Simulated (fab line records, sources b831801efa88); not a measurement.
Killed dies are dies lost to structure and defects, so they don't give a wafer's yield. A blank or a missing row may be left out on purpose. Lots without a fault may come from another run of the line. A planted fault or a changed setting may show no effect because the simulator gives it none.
One fault seen from 2 desks | flow gf180mcu | each desk has only its own numbers; what lay behind them comes last

THE METROLOGY DESK
What the gauges read, lot by lot, whatever tool the lot ran on: means of the sampled wafers that have a number. A lot is out of limits, marked OUT, if its mean lies more than 4 standard deviations from the usual mean; the brackets give that distance.
Columns: A = MIM_ALCU_THK at GF_MIM_THK_MEAS_11, usual 199.7 nm; B = V5_CVD_02_THK at GF_V5_THK_MEAS_03, usual 1449 nm
lot  | first seen here | A     | B
L397 | day 25 02:37    | 199.2 | 1459
L398 | day 25 05:38    | 198.7 | 1477
L399 | day 25 12:01    | 197.8 | 1468
L400 | day 26 01:32    | 200.9 | 1459
L401 | day 26 05:36    | 200.4 | 1447
L402 | day 27 00:52    | 199.4 | 1454
L403 | day 27 04:18    | 199.4 | 1475
L405 | day 27 08:34    | 199.3 | 1465
L404 | day 27 09:47    | 197.8 | 1450
L406 | day 27 23:49    | 201.5 | 1453
L412 | day 29 17:24    | 199.4 | 1457
L413 | day 29 21:28    | 201.7 | 1441
L418 | day 31 07:35    | 200.0 | 1442
This desk's finding: nothing out of limits on any of the 13 lots.

THE TOOL OWNER'S DESK: cvd_w-01
The tool's own readings at GF_V4_CVD_23 (deposits W, target thk 350 nm, time 104.9 s): means of the sampled wafers that have a number, for each lot that ran on this tool. A lot is out of limits, marked OUT, if its mean lies more than 4 standard deviations from the usual mean; the brackets give that distance.
Columns: A = heater_power_w at GF_V4_CVD_23, usual 803 W; B = susceptor_temp_C at GF_V4_CVD_23, usual 399.99 C
lot  | first seen here | A   | B
L398 | day 25 04:31    | 812 | 400.13
L401 | day 26 04:29    | 806 | 399.91
L402 | day 26 23:35    | 821 | 400.19
L403 | day 27 03:11    | 807 | 399.98
L405 | day 27 07:23    | 808 | 400.00
L406 | day 27 22:41    | 804 | 399.89
L412 | day 29 16:16    | 821 | 400.03
L413 | day 29 20:20    | 830 | 399.95
This desk's finding: nothing out of limits on any of the 8 lots.

PUT TOGETHER
The metrology desk saw nothing out of limits.
The tool owner's desk saw nothing out of limits.

WHAT THE SIMULATOR HAD PUT IN
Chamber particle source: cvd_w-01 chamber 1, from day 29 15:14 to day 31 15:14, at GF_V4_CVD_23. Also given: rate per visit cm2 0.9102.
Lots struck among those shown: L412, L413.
